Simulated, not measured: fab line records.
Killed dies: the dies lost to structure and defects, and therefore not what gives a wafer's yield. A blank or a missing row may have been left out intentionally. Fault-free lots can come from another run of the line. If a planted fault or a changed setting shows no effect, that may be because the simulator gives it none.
fab line records	flow sky130
record: lots: 6	wafers: 18	lastDay: 50
route steps=708 shown METAL4@635 VIA4@639 PAD_OPEN@708
lots with no fault: from the same line, run without faults
startH: hours from the record's opening day to when the first of the lot's shown wafers began	waitH: how many hours have passed since the lot's step before this one	" the same as in the row above	L1.1+2: a single row standing in for several wafers	- value missing, or start not given	* or withheld: withheld	< > ~ a bound
route shown NAME@n: a module of which the file shows steps, and the number in the route of the first	usual: mean/standard deviation of fault-free wafers	same: alike in all rows	chamber/n: place in a boat	sites: per-site readings	_std_site: how widely they spread, as a standard deviation	_edge_site: inner sites' mean taken away from outer sites' mean	radiusMm: for every site, how far away it sits from the centre of the wafer	mask NAME#n: copy n	behind: the most recent tool/chamber to have shaped the wafer	hold: what put the lot on hold/how long, in hours/how the hold closed	device: transistor that didn't switch, given as n, p or np	end of line: tests run on the same wafers once the route is complete	for a step that has no rows: nothing shown but its recipe	killed: dies that structure and defects cost at the first sort, which is not the same as the wafer's yield	map: a wafer's dies, marking killed ones x, the rest . and places with no die _
set.NAME: the setting the step ran with; set.NAME@STEP: the setting that earlier step ran with	model.NAME: the simulator's own value behind a step, which no gauge read
lots seen at some steps along the route; tables by step, rows by wafer
services: the hour from which a tool's chamber was out of use, counted from the record's first day as startH (under 0 if before that day), plus the number of hours and why
== steps ==
step: SKY_METAL4_STRIP_19
recipe: chemistry: O2/N2	powerW: 1400	pressureMtorr: 1500	platenTempC: withheld	o2FlowSccm: 3000	n2FlowSccm: 300	overashFraction: 0.5
usual: drypumpMotorCurrentA: 5.8/0.49	oesProductAu: 0.501/0.0067	stripTimeToEndpointS: 6.50/0.13
lot.wafer	tool	chamber	startH	waitH	drypumpMotorCurrentA	oesProductAu	rfHoursCounterH	stripTimeToEndpointS
L418.2	plasmaAsher-01	0	1025.30	0.2	6.0	0.499	93	6.47
L418.5	"	0	"	"	6.0	0.489	-	6.42
L418.6	"	1	"	"	5.3	0.490	-	6.41
L421.1	plasmaAsher-01	1	1042.25	0.1	5.4	0.505	94	6.56
L421.2	"	0	"	"	6.0	0.513	94	6.56
L421.3	"	1	"	"	5.3	0.499	-	6.54
L425.1	plasmaAsher-01	0	1058.43	0.1	6.0	0.498	96	6.52
L425.3	"	1	"	"	5.3	0.498	-	6.49
L425.6	"	1	"	"	5.3	0.493	-	6.45
L429.2	plasmaAsher-04	0	1071.13	0.1	6.7	0.496	1	6.37
L429.3	"	1	"	"	5.0	0.496	-	6.46
L429.4	"	0	"	"	6.7	0.500	-	6.58
L430.1	plasmaAsher-03	0	1080.23	0.3	6.1	0.506	33	6.76
L430.3	"	1	"	"	5.8	0.502	-	6.72
L430.4	"	0	"	"	6.1	0.506	-	6.74
L435.2	plasmaAsher-03	0	1114.68	0.1	6.1	0.498	37	6.53
L435.4	"	0	"	"	6.1	0.500	-	6.52
L435.6	"	1	"	"	5.8	0.499	-	6.49
step: SKY_METAL4_STRIP_20
recipe: chemistry: postEtchResidueRemover	timeS: 1200	tempC: 72.5
step: SKY_METAL4_CLEAN_21
recipe: chemistry: IPA	timeS: 180	tempC: 25
step: SKY_METAL4_CLEAN_22
recipe: chemistry: O3/DIW	dry: n2Spin
step: SKY_VIA4_HDPCVD_00
recipe: material: SiO2	targetThkNm: 1750	sigmaOpenFrac: 0.3	timeS: 291.7	tempC: 400	sih4FlowSccm: 60	pressureMtorr: 6
step: SKY_VIA4_THK_MEAS_01
recipe: reads: SiO2_of_VIA4_HDPCVD_00
usual: VIA4_HDPCVD_THK: 1736/31
lot.wafer	tool	chamber	startH	waitH	VIA4_HDPCVD_THK[nm]
L418.2	filmMetro-01	-	1026.08	0.1	1654
L418.5	"	-	"	"	1665
L418.6	"	-	"	"	1719
L421.1	filmMetro-04	-	1043.02	0.1	1731
L421.2	"	-	"	"	1683
L421.3	"	-	"	"	1770
L425.1	filmMetro-04	-	1059.20	0.1	1752
L425.3	"	-	"	"	1732
L425.6	"	-	"	"	1735
L429.2	filmMetro-01	-	1072.06	0.1	1728
L429.3	"	-	"	"	1774
L429.4	"	-	"	"	1788
L430.1	filmMetro-02	-	1081.04	0.1	1744
L430.3	"	-	"	"	1742
L430.4	"	-	"	"	1727
L435.2	filmMetro-02	-	1116.04	0.1	1760
L435.4	"	-	"	"	1739
L435.6	"	-	"	"	1728
step: SKY_VIA4_CMP_02
recipe: material: SiO2	downForcePsi: 4	platenRpm: 60	padVelocityMS: 0.94248
usual: motorCurrentA: 12.0/1.3
lot.wafer	tool	chamber	startH	waitH	motorCurrentA
L418.2	cmp-01	1	1026.18	0.1	11.3
L418.5	"	0	"	"	13.7
L418.6	"	1	"	"	11.6
L421.2	cmp-01	2	1043.08	0.0	13.6
L421.1	"	0	"	"	13.6
L421.3	"	1	"	"	11.6
L425.1	cmp-01	1	1059.31	0.1	11.6
L425.3	"	2	"	"	13.2
L425.6	"	1	"	"	11.5
L429.3	cmp-01	2	1072.96	0.9	13.4
L429.4	"	0	"	"	13.5
L429.2	"	1	"	"	10.8
L430.1	cmp-01	2	1081.15	0.1	13.4
L430.4	"	3	"	"	11.1
L430.3	"	0	"	"	13.2
L435.2	cmp-01	2	1116.27	0.2	13.8
L435.4	"	0	"	"	13.8
L435.6	"	2	"	"	13.6
step: SKY_VIA4_BOW_MEAS_03
recipe: mode: bow
usual: VIA4_BOW: 79/8.1
lot.wafer	tool	chamber	startH	waitH	VIA4_BOW[um]
L418.2	filmMetro-02	-	1026.45	0.2	75
L418.5	"	-	"	"	77
L418.6	"	-	"	"	81
L421.1	filmMetro-01	-	1043.38	0.1	74
L421.2	"	-	"	"	61
L421.3	"	-	"	"	84
L425.1	filmMetro-04	-	1059.56	0.2	82
L425.3	"	-	"	"	72
L425.6	"	-	"	"	80
L429.2	filmMetro-02	-	1073.28	0.1	86
L429.3	"	-	"	"	81
L429.4	"	-	"	"	74
L430.1	filmMetro-02	-	1081.40	0.2	82
L430.3	"	-	"	"	73
L430.4	"	-	"	"	73
L435.2	filmMetro-01	-	1116.59	0.3	90
L435.4	"	-	"	"	74
L435.6	"	-	"	"	78
step: SKY_VIA4_DEHYDRATE_04
recipe: tempC: 200	timeS: 60
step: SKY_VIA4_HMDS_05
recipe: primeTimeS: 60	primeTempC: 120
step: SKY_VIA4_COAT_06
recipe: resist: NOVOLAK	spinRpm: 3000	resistThkNm: 1140
step: SKY_VIA4_SOFTBAKE_07
recipe: tempC: 90	timeS: 60	resist: NOVOLAK
step: SKY_VIA4_EXPOSE_08
recipe: maskId: VIM4	na: 0.6	sourceShape: conventional	sigmaOuter: 0.6	polarization: unpolarized	targetCdNm: 800	doseMj: 132
usual: exposureDoseMJCm2: 131.99/0.15
lot.wafer	tool	chamber	startH	waitH	mask	exposureDoseMJCm2
L418.2	ilineStepper-01	0	1038.29	-	VIM4#0	131.95
L418.5	"	0	"	"	VIM4#0	131.97
L418.6	"	0	"	"	VIM4#0	132.13
L421.1	ilineStepper-02	0	1053.20	-	VIM4#0	132.25
L421.2	"	0	"	"	VIM4#0	132.11
L421.3	"	0	"	"	VIM4#0	132.26
L425.1	ilineStepper-02	0	1069.32	-	VIM4#0	131.87
L425.3	"	0	"	"	VIM4#0	131.85
L425.6	"	0	"	"	VIM4#0	131.88
L429.2	ilineStepper-01	0	1083.77	-	VIM4#0	132.20
L429.3	"	0	"	"	VIM4#0	132.09
L429.4	"	0	"	"	VIM4#0	131.99
L430.1	ilineStepper-01	0	1091.80	-	VIM4#0	131.98
L430.3	"	0	"	"	VIM4#0	132.04
L430.4	"	0	"	"	VIM4#0	132.19
L435.2	ilineStepper-02	0	1125.45	-	VIM4#0	132.22
L435.4	"	0	"	"	VIM4#0	132.26
L435.6	"	0	"	"	VIM4#0	132.25
step: SKY_VIA4_PEB_09
recipe: tempC: withheld	timeS: *	resist: NOVOLAK
step: SKY_VIA4_DEVELOP_10
recipe: resist: NOVOLAK	developer: TMAH	developTimeS: 60	devTempC: 23
step: SKY_VIA4_OVL_MEAS_11
usual: VIA4_OVL: 0.9/1.6
lot.wafer	tool	chamber	startH	waitH	VIA4_OVL[nm]
L418.2	overlay-02	-	1048.16	0.1	0.0
L418.5	"	-	"	"	-0.9
L418.6	"	-	"	"	-1.3
L421.1	overlay-01	-	1064.90	0.1	2.5
L421.2	"	-	"	"	0.4
L421.3	"	-	"	"	4.7
L425.1	overlay-01	-	1078.22	0.1	1.3
L425.3	"	-	"	"	1.9
L425.6	"	-	"	"	1.9
L429.2	overlay-02	-	1092.76	0.1	-1.2
L429.3	"	-	"	"	0.5
L429.4	"	-	"	"	-1.2
L430.1	overlay-01	-	1101.32	0.1	2.0
L430.3	"	-	"	"	1.3
L430.4	"	-	"	"	1.3
L435.2	overlay-02	-	1135.01	0.1	1.5
L435.4	"	-	"	"	1.2
L435.6	"	-	"	"	0.9
step: SKY_VIA4_ETCH_12
recipe: target: SiO2	chemistry: C4F8/O2/Ar	stopOn: TiN	maskMaterial: NOVOLAK	sourceW: 1500	biasW: 1200	pressureMtorr: 40	c4f8FlowSccm: withheld	O2_flow_sccm: 6	Ar_flow_sccm: 300	timeS: withheld	targetDepthA: 5800
usual: oesProductAu: 0.926/0.0041
lot.wafer	tool	chamber	startH	waitH	oesProductAu	model.VIA4.cdNm
L418.2	rieDiel-02	1	1048.19	0.0	0.928	800.9
L418.5	"	3	"	"	0.931	800.3
L418.6	"	0	"	"	0.925	800.9
L421.1	rieDiel-03	0	1064.94	0.0	0.923	799.1
L421.2	"	2	"	"	0.927	797.5
L421.3	"	3	"	"	0.923	798.5
L425.1	rieDiel-03	1	1078.25	0.0	0.927	797.8
L425.3	"	3	"	"	0.926	797.1
L425.6	"	0	"	"	0.928	799.4
L429.2	rieDiel-04	1	1092.79	0.0	0.925	795.9
L429.3	"	0	"	"	0.930	798.9
L429.4	"	2	"	"	0.927	810.1
L430.1	rieDiel-03	3	1101.36	0.0	0.929	812.8
L430.3	"	1	"	"	0.925	799
L430.4	"	0	"	"	0.924	812
L435.2	rieDiel-04	0	1135.04	0.0	0.930	799.7
L435.4	"	1	"	"	0.928	798.4
L435.6	"	2	"	"	0.920	801.3
step: SKY_VIA4_STRIP_13
recipe: chemistry: O2/N2	powerW: 1400	pressureMtorr: 1500	platenTempC: withheld	o2FlowSccm: 3000	n2FlowSccm: 300	overashFraction: 0.5
usual: drypumpMotorCurrentA: 5.8/0.59	oesProductAu: 0.710/0.005	stripTimeToEndpointS: 12.81/0.031
lot.wafer	tool	chamber	startH	waitH	drypumpMotorCurrentA	oesProductAu	rfHoursCounterH	stripTimeToEndpointS
L418.2	plasmaAsher-04	0	1048.26	-	6.7	0.711	118	12.78
L418.5	"	0	"	"	6.7	0.713	-	12.77
L418.6	"	1	"	"	5.0	0.711	-	12.81
L421.1	plasmaAsher-03	0	1065.01	-	6.1	0.703	31	12.81
L421.2	"	1	"	"	5.8	0.719	31	12.89
L421.3	"	1	"	"	5.8	0.698	-	12.80
L425.1	plasmaAsher-04	0	1078.33	-	6.7	0.717	2	12.81
L425.3	"	1	"	"	5.0	0.703	-	12.78
L425.6	"	1	"	"	5.0	0.713	-	12.82
L429.2	plasmaAsher-04	1	1092.86	-	5.0	0.713	4	12.79
L429.3	"	0	"	"	6.6	0.719	-	12.81
L429.4	"	1	"	"	5.0	0.706	-	12.80
L430.1	plasmaAsher-04	1	1101.43	-	5.0	0.708	5	12.81
L430.3	"	0	"	"	6.7	0.716	-	12.82
L430.4	"	1	"	"	5.0	0.712	-	12.81
L435.2	plasmaAsher-04	1	1135.11	-	5.0	0.702	8	12.83
L435.4	"	0	"	"	6.7	0.715	-	12.80
L435.6	"	1	"	"	5.0	0.698	-	12.81
step: SKY_PAD_OPEN_PROBE_99
usual: defectLimitedYield: 82.2/1.8	killed_at_M0_to_M3: 42/6.1	killed_at_M4_up: 3.3/1.7	killedAtContacts: 25/5.4	killedAtFrontEnd: 16/4.6	killedAtOther: 0.4/0.55	killedDies: 87/8.8	killedOpen: 47/7.1	killedShort: 40/5.8	sort_bin_3_pad_short: 0.9/0.45	sort_bin_5_function: 10.7/1.4	sort_bin_6_memory: 6.2/1.2	sortNPass: 405/8.8	sortYieldPct: 82.2/1.8
same: grossDies: 492	killedAtBackSide: 0	sort_bin_4_leakage[%]: 0	sort_bin_8_speed[%]: 0
lot.wafer	tool	chamber	startH	waitH	defectLimitedYield[%]	killed_at_M0_to_M3	killed_at_M4_up	killedAtContacts	killedAtFrontEnd	killedAtOther	killedDies	killedOpen	killedShort	sort_bin_3_pad_short[%]	sort_bin_5_function[%]	sort_bin_6_memory[%]	sortNPass	sortYieldPct[%]
L418.2	prober-02	-	1115.94	0.1	85.0	25	1	30	18	0	74	41	32	0.8	10.2	4.1	418	85.0
L418.5	prober-02	-	1116.09	0.2	80.3	45	5	23	23	1	97	56	41	1.0	11.6	7.1	395	80.3
L418.6	prober-02	-	1116.14	0.2	79.5	45	1	38	16	1	101	53	46	0.8	13.2	6.5	391	79.5
L421.1	prober-02	-	1129.87	0.1	80.3	52	0	33	12	0	97	58	39	0.2	13.4	6.1	395	80.3
L421.2	prober-02	-	1129.92	0.1	80.9	46	5	22	21	0	94	49	45	1.2	12.2	5.7	398	80.9
L421.3	prober-02	-	1129.97	0.2	83.9	35	4	24	16	0	79	42	37	0.4	10.2	5.5	413	83.9
L425.1	prober-01	-	1142.29	0.1	81.5	38	1	33	18	1	91	48	43	1.2	11.2	6.1	401	81.5
L425.3	prober-01	-	1142.39	0.2	83.5	41	6	30	4	0	81	49	32	0.8	10.0	5.7	411	83.5
L425.6	prober-01	-	1142.54	0.2	80.1	43	3	31	21	0	98	56	42	0.4	12.6	6.9	394	80.1
L429.2	prober-02	-	1155.73	0.1	82.3	40	3	32	11	1	87	55	32	0.4	10.2	7.1	405	82.3
L429.3	prober-02	-	1155.78	0.2	80.7	47	2	27	19	0	95	56	39	0.6	14.6	4.1	397	80.7
L429.4	prober-02	-	1155.83	0.2	86.8	23	2	28	12	0	65	33	32	0.8	7.5	4.9	427	86.8
L430.1	prober-02	-	1162.00	0.1	78.9	47	4	26	27	0	104	56	47	0.6	15.0	5.5	388	78.9
L430.3	prober-02	-	1162.10	0.2	82.1	43	2	26	17	0	88	36	51	0.4	11.2	6.3	404	82.1
L430.4	prober-02	-	1162.15	0.2	82.3	38	2	27	19	1	87	49	37	1.2	8.5	7.9	405	82.3
L435.2	prober-01	-	1191.50	0.1	82.1	47	4	24	12	1	88	54	33	0.4	9.1	8.3	404	82.1
L435.4	prober-01	-	1191.60	0.2	85.2	39	1	18	15	0	73	45	27	0.4	7.7	6.7	419	85.2
L435.6	prober-01	-	1191.70	0.2	83.3	41	4	16	21	0	82	47	35	1.8	8.5	6.3	410	83.3
killed by level:class
L418.2 CONTACT:geometricParticle:open=12 VIA1:geometricParticle:open=9 LI_CONTACT:geometricParticle:open=6 LI_CONTACT:geometricParticle:short=5 CONTACT:geometricParticle:short=5 VIA2:geometricParticle:open=5 POLY_GATE:geometricParticle:short=4 FIELD_ISO:geometricParticle:short=3
L418.5 VIA1:geometricParticle:open=11 LI_CONTACT:geometricParticle:open=10 CONTACT:geometricParticle:open=9 POLY_GATE:geometricParticle:short=8 VIA2:geometricParticle:open=8 VIA3:geometricParticle:open=7 FIELD_ISO:geometricParticle:open=5 VIA1:geometricParticle:short=5
L418.6 LI_CONTACT:geometricParticle:open=12 VIA1:geometricParticle:open=12 CONTACT:geometricParticle:open=9 VIA2:geometricParticle:open=7 LOCAL_INTERCONNECT:geometricParticle:short=6 METAL2:geometricParticle:short=6 POLY_GATE:geometricParticle:open=5 LI_CONTACT:geometricParticle:short=5
L421.1 VIA1:geometricParticle:open=15 CONTACT:geometricParticle:open=14 LI_CONTACT:geometricParticle:open=8 VIA2:geometricParticle:open=7 CONTACT:geometricParticle:short=6 METAL2:geometricParticle:short=6 VIA1:geometricParticle:short=6 FIELD_ISO:geometricParticle:short=5
L421.2 VIA1:geometricParticle:open=15 CONTACT:geometricParticle:open=10 FIELD_ISO:geometricParticle:open=8 FIELD_ISO:geometricParticle:short=6 METAL3:geometricParticle:short=6 CONTACT:geometricParticle:short=5 METAL1:geometricParticle:short=5 METAL4:geometricParticle:short=5
L421.3 CONTACT:geometricParticle:open=12 VIA1:geometricParticle:open=7 LI_CONTACT:geometricParticle:open=6 METAL1:geometricParticle:short=6 CONTACT:geometricParticle:short=5 FIELD_ISO:geometricParticle:short=4 VIA1:geometricParticle:short=4 METAL2:geometricParticle:short=4
L425.1 CONTACT:geometricParticle:open=12 LI_CONTACT:geometricParticle:open=9 METAL2:geometricParticle:short=9 VIA1:geometricParticle:open=5 VIA1:geometricParticle:short=5 FIELD_ISO:geometricParticle:short=4 POLY_GATE:geometricParticle:open=4 POLY_GATE:geometricParticle:short=4
L425.3 VIA1:geometricParticle:open=11 LI_CONTACT:geometricParticle:open=9 VIA3:geometricParticle:open=7 LOCAL_INTERCONNECT:geometricParticle:short=6 CONTACT:geometricParticle:open=6 METAL1:geometricParticle:short=6 LI_CONTACT:geometricParticle:short=4 METAL2:geometricParticle:short=4
L425.6 LI_CONTACT:geometricParticle:open=12 CONTACT:geometricParticle:open=12 VIA1:geometricParticle:open=11 POLY_GATE:geometricParticle:short=7 POLY_GATE:geometricParticle:open=6 METAL2:geometricParticle:short=5 VIA3:geometricParticle:short=5 METAL1:geometricParticle:short=4
L429.2 CONTACT:geometricParticle:open=18 LI_CONTACT:geometricParticle:open=8 VIA1:geometricParticle:open=8 VIA2:geometricParticle:open=7 METAL1:geometricParticle:short=5 VIA3:geometricParticle:open=5 METAL2:geometricParticle:short=4 FIELD_ISO:geometricParticle:short=3
L429.3 CONTACT:geometricParticle:open=13 VIA2:geometricParticle:open=9 VIA3:geometricParticle:open=7 VIA1:geometricParticle:open=7 METAL1:geometricParticle:short=6 LI_CONTACT:geometricParticle:short=6 POLY_GATE:geometricParticle:short=5 LI_CONTACT:geometricParticle:open=5
L429.4 CONTACT:geometricParticle:open=10 LI_CONTACT:geometricParticle:open=5 LOCAL_INTERCONNECT:geometricParticle:short=5 CONTACT:geometricParticle:short=5 POLY_GATE:geometricParticle:short=4 VIA1:geometricParticle:open=4 METAL2:geometricParticle:short=4 VIA2:geometricParticle:open=4
L430.1 CONTACT:geometricParticle:open=12 VIA1:geometricParticle:open=11 LI_CONTACT:geometricParticle:open=10 FIELD_ISO:geometricParticle:short=7 METAL1:geometricParticle:short=7 METAL2:geometricParticle:short=6 FIELD_ISO:geometricParticle:open=5 VIA2:geometricParticle:short=5
L430.3 METAL1:geometricParticle:short=11 CONTACT:geometricParticle:short=9 VIA1:geometricParticle:open=9 VIA1:geometricParticle:short=8 CONTACT:geometricParticle:open=7 LI_CONTACT:geometricParticle:short=5 METAL2:geometricParticle:short=5 FIELD_ISO:geometricParticle:short=4
L430.4 CONTACT:geometricParticle:open=10 VIA1:geometricParticle:open=10 POLY_GATE:geometricParticle:short=7 LI_CONTACT:geometricParticle:open=7 VIA3:geometricParticle:open=6 VIA2:geometricParticle:open=5 POLY_GATE:geometricParticle:open=4 LOCAL_INTERCONNECT:geometricParticle:short=4
L435.2 CONTACT:geometricParticle:open=14 VIA3:geometricParticle:open=11 VIA1:geometricParticle:open=11 VIA3:geometricParticle:short=6 LI_CONTACT:geometricParticle:open=5 VIA2:geometricParticle:open=5 METAL2:geometricParticle:short=5 LI_CONTACT:geometricParticle:short=4
L435.4 LI_CONTACT:geometricParticle:open=10 VIA2:geometricParticle:open=8 VIA3:geometricParticle:open=8 FIELD_ISO:geometricParticle:open=5 CONTACT:geometricParticle:open=5 VIA1:geometricParticle:open=4 METAL2:geometricParticle:short=4 FIELD_ISO:geometricParticle:short=3
L435.6 VIA1:geometricParticle:open=9 FIELD_ISO:geometricParticle:open=7 VIA3:geometricParticle:open=7 VIA2:geometricParticle:open=6 CONTACT:geometricParticle:short=5 LI_CONTACT:geometricParticle:open=5 VIA3:geometricParticle:short=5 METAL1:geometricParticle:short=4
== services ==
tool	chamber	startH	hours	kind
ilineStepper-01	0	1006.75	-	calibration
rieDiel-02	-	1019.62	0.9	repair
cmp-01	-	1019.92	0.7	repair
rieDiel-04	1	1020.80	5.2	repair
rieDiel-04	3	1023.52	9.2	repair
plasmaAsher-04	-	1036.24	4.3	repair
rieDiel-04	-	1043.00	2.8	pm
plasmaAsher-04	-	1055.25	9.0	pm
plasmaAsher-04	0	1055.25	9.0	ventCycle
plasmaAsher-04	1	1055.25	9.0	ventCycle
plasmaAsher-01	-	1060.66	14.6	pm
plasmaAsher-04	0	1064.25	-	clean
plasmaAsher-04	1	1064.25	-	clean
rieDiel-03	2	1080.78	37.5	repair
plasmaAsher-01	-	1083.39	4.3	repair
ilineStepper-02	-	1084.56	8.9	pm
plasmaAsher-04	-	1086.36	1.0	repair
cmp-01	-	1088.47	4.0	pm
cmp-01	-	1092.47	-	consumableReplace:conditioner
cmp-01	-	1092.47	-	consumableReplace:pad
ilineStepper-01	-	1093.45	1.7	pm
ilineStepper-02	-	1106.84	3.3	repair
rieDiel-02	3	1108.49	7.8	repair
cmp-01	-	1120.31	1.4	repair
== key ==
firstSign none at tools or gauges
modelEffect: step: SKY_VIA4_ETCH_12	value: VIA4.cdNm	without: 799.6	struck: 811.6
metAt SKY_VIA4_EXPOSE_08
struckWafers L429.4,L430.1,L430.4
onsetBetween 1038.29 1083.77
fault: kind: processParameterDrift	tool: ilineStepper-01	chamber: -	onsetH: 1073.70	steps: SKY_VIA4_EXPOSE_08	channel: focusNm	offset: 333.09	shape: step	endH: 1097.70	scope: struckWafersOnly
